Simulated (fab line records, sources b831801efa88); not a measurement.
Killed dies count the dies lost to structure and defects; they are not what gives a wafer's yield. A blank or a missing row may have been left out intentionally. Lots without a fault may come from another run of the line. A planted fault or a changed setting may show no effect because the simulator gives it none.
Chamber matching    flow sky130    4 sister chambers for SKY_FIELD_ISO_CMP_27 on cmp-02
The step polishes, stops on Si3N4, t overpolish 16 s, target thk 457.8 nm. 4 wafers are shown with their chamber, then 6 later ones without.

## WAFERS WITH THEIR CHAMBER
wafer   chamber  motor_current_A (A)
L720.2  0        11.9
L721.3  1        13.2
L721.5  2        12.9
L721.6  3        13.7

## WAFERS MISSING THEIR CHAMBER
wafer   motor_current_A (A)
L722.2  13.9
L722.5  12.6
L722.6  13.1
L723.2  13.6
L723.3  12.4
L723.4  13.4

## WHICH CHAMBER EACH WENT THROUGH
wafer   from the rows above           in truth
L722.2  can't be placed: 3 or 1       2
L722.5  can't be placed: 2 or 1 or 0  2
L722.6  can't be placed: 1 or 2 or 3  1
L723.2  can't be placed: 3 or 1       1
L723.3  can't be placed: 0 or 2 or 1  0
L723.4  can't be placed: 1 or 3 or 2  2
Placed correctly: 0 of 6. Cannot be placed on the basis of these rows: 6; the candidates contain the true chamber in 5. Placed wrongly: 0.
How it was worked out, from the rows above alone: a wafer's distance from a chamber is the root of the sum, over the readings, of the square of ((its reading less the chamber's mean) divided by the reading's scatter). The wafer belongs to the nearest chamber; if the next one is less than 2 further off, it can't be placed. The mean given for a chamber averages the wafers shown for that chamber. The scatter (one wafer shown for each chamber): square how far every hidden wafer sits from the nearest shown wafer, average those squares and take the square root.
